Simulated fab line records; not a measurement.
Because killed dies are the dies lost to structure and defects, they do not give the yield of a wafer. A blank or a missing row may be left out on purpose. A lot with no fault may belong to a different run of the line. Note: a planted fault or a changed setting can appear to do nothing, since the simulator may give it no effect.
Split-lot trial    flow sfq-line    23 wafers read across 5 lots, on a route 325 steps long

== SPLIT DETAILS ==
At SFQ_TRILAYER_JJ_CE_LITHO_COAT_119 (resist thk 62 nm), the setting spin-rpm was moved away from the recipe's 3000 rpm on 7 of the 23 wafers read, by -5.9% to +5.8%. This setting was run at the recipe's value on the other wafers.

The split's own step is where the reading is taken.

== THE READING ==
BARC_of_TRILAYER_JJ_CE_LITHO_COAT_119.thk-nm (the simulator's own value, which no gauge read), in nm, at SFQ_TRILAYER_JJ_CE_LITHO_COAT_119 (resist thk 62 nm). The file does not state a usual value for it. Average 62.02 nm, standard deviation 0.17 nm, over the 16 wafers here run with the recipe.

wafer   tool, chamber at the split  spin-rpm as run, rpm  against the recipe  BARC_of_TRILAYER_JJ_CE_LITHO_COAT_119.thk-nm, nm  against lot-mates on the recipe
L078.1  litho-track-03, 0           3000                  recipe              62.17                                             -
L078.2  litho-track-03, 0           3000                  recipe              62.03                                             -
L078.3  litho-track-03, 0           3000                  recipe              62.4                                              -
L078.4  litho-track-03, 0           3000                  recipe              62.21                                             -
L078.5  litho-track-03, 0           3000                  recipe              61.94                                             -
L079.2  litho-track-03, 0           3000                  recipe              62.12                                             -
L079.3  litho-track-03, 0           3000                  recipe              62.24                                             -
L079.4  litho-track-03, 0           3000                  recipe              62.05                                             -
L079.5  litho-track-03, 0           3173                  +5.8%               60.42                                             -1.72
L079.6  litho-track-03, 0           3173                  +5.8%               60.54                                             -1.60
L080.2  litho-track-03, 0           3060                  +2.0%               61.18                                             -0.78
L080.3  litho-track-03, 0           3000                  recipe              61.91                                             -
L080.4  litho-track-03, 0           3060                  +2.0%               61.26                                             -0.70
L080.5  litho-track-03, 0           3060                  +2.0%               61.53                                             -0.43
L080.6  litho-track-03, 0           3000                  recipe              62.01                                             -
L084.1  litho-track-03, 0           3000                  recipe              62.03                                             -
L084.2  litho-track-03, 0           3000                  recipe              61.84                                             -
L084.3  litho-track-03, 0           3000                  recipe              61.8                                              -
L085.1  litho-track-03, 0           3000                  recipe              61.8                                              -
L085.3  litho-track-03, 0           2822                  -5.9%               63.67                                             +1.83
L085.4  litho-track-03, 0           3000                  recipe              61.88                                             -
L085.5  litho-track-03, 0           3000                  recipe              61.85                                             -
L085.6  litho-track-03, 0           2822                  -5.9%               63.97                                             +2.13

FIT RESULTS
A straight line over all 23 wafers: BARC_of_TRILAYER_JJ_CE_LITHO_COAT_119.thk-nm changes by -0.291 nm for each +1% of spin-rpm; r = -0.97; the points scatter about the line by 0.18 nm.
The same after taking each lot's own level away (the mean of its wafers on the recipe; 23 wafers): -0.312 nm for each +1%; r = -0.99; scatter 0.13 nm.
On that fit, the largest move of spin-rpm shifts the reading by 1.9 nm.
The span of the lots' own levels, 61.843 to 62.150 nm, comes to 1.8 times the standard deviation stated above.
Consequently the slope shifts little with the lot-to-lot level, the two slopes agreeing.
Check: +1.9 nm against its lot-mates is what the line predicts for one of the wafers moved furthest among these (-5.9%) when that wafer is left out of the fit. Against them it came out at +1.83 nm.

== THE OTHER SPLITS THESE WAFERS WENT THROUGH ==
These wafers also went through other splits before the reading. Each is held against what the fit with the lots' levels taken away leaves over:
other split on the same wafers                       wafers away from the commonest value  r with BARC_of_TRILAYER_JJ_CE_LITHO_COAT_119.thk-nm (lot level and that fit taken away)
SFQ_TRILAYER_I2_CMP_CMP_064 leave-above-ref-nm       11                                    +0.03
SFQ_TRILAYER_I2_VIA_LITHO_COAT_072 spin-rpm          6                                     +0.26
SFQ_TRILAYER_I2_VIA_LITHO_EXPOSE_068 dose-mj         5                                     -0.01
SFQ_TRILAYER_I3_DEP_PECVD_081 time-s                 5                                     -0.24
SFQ_TRILAYER_I3_VIA_LITHO_COAT_090 spin-rpm          5                                     -0.18
SFQ_TRILAYER_I3_VIA_BARC_OPEN_VIA_ETCH_121 source-w  8                                     +0.19
SFQ_TRILAYER_M4_DEP_SPUTTER_091 power-w              11                                    +0.00
SFQ_TRILAYER_M4_ETCH_METAL_ETCH_096 bias-w           10                                    -0.46
SFQ_TRILAYER_I4_VIA_LITHO_COAT_103 resist-thk-nm     9                                     +0.37

== FILE'S OWN FIT ==
BARC_of_TRILAYER_JJ_CE_LITHO_COAT_119.thk-nm changes by -0.311 nm for each +1% of spin-rpm, r = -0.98.
